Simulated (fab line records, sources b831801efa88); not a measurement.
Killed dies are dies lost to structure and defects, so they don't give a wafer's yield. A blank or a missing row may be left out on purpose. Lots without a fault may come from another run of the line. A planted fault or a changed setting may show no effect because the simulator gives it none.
One fault seen from 2 desks | flow sky130 | each desk has only its own numbers; what lay behind them comes last

THE METROLOGY DESK
What the gauges read, lot by lot, whatever tool the lot ran on: means of the sampled wafers that have a number. A lot is out of limits, marked OUT, if its mean lies more than 4 standard deviations from the usual mean; the brackets give that distance.
Columns: A = cd_nm at SKY_LDD_P_CD_MEAS_07, usual 379.8 nm; B = LDD_P_OVL at SKY_LDD_P_OVL_MEAS_08, usual -0.8 nm; C = CAPM_TIN_RS at SKY_CAPM_RS_MEAS_03, usual 6.90 ohm/sq; D = CAPM_TIN_THK at SKY_CAPM_THK_MEAS_04, usual 197.4 nm
lot  | first seen here | A     | B    | C    | D
L228 | day 18 22:28    | 383.0 | -0.9 | 6.97 | 195.1
L229 | day 19 05:43    | 381.4 | 1.5  | 6.91 | 198.3
L231 | day 20 10:53    | 375.7 | -0.2 | 6.89 | 199.1
L234 | day 21 06:50    | 377.5 | 0.3  | 6.84 | 198.3
L235 | day 21 17:37    | 379.9 | -1.5 | 7.04 | 194.1
L237 | day 22 19:37    | 380.1 | -0.4 | 7.01 | 195.3
L239 | day 23 06:40    | 377.0 | -1.9 | 6.78 | 200.9
L240 | day 23 12:39    | 378.3 | -2.4 | 6.90 | 197.4
L241 | day 23 16:20    | 379.4 | 0.8  | 6.97 | 195.3
L246 | day 25 21:07    | 379.6 | 0.3  | 6.76 | 200.8
This desk's finding: nothing out of limits on any of the 10 lots.

THE TOOL OWNER'S DESK: pvd_sputter-04
The tool's own readings at SKY_CAPM_SPUTTER_02 (material TiN, target thk 200 nm, time 166.7 s): means of the sampled wafers that have a number, for each lot that ran on this tool. A lot is out of limits, marked OUT, if its mean lies more than 4 standard deviations from the usual mean; the brackets give that distance.
Columns: A = susceptor_temp_C at SKY_CAPM_SPUTTER_02, usual 300.01 C; B = throttle_valve_pct at SKY_CAPM_SPUTTER_02, usual 29.4 %
lot  | first seen here | A      | B
L228 | day 36 10:08    | 299.67 | 28.5
L229 | day 36 15:49    | 299.98 | 28.8
L231 | day 37 10:09    | 300.06 | 28.5
L240 | day 40 02:44    | 300.06 | 29.3
L241 | day 40 03:41    | 299.80 | 28.9
L246 | day 42 01:10    | 300.11 | 28.8
This desk's finding: nothing out of limits on any of the 6 lots.

PUT TOGETHER
The metrology desk saw nothing out of limits.
The tool owner's desk saw nothing out of limits.

WHAT THE SIMULATOR HAD PUT IN
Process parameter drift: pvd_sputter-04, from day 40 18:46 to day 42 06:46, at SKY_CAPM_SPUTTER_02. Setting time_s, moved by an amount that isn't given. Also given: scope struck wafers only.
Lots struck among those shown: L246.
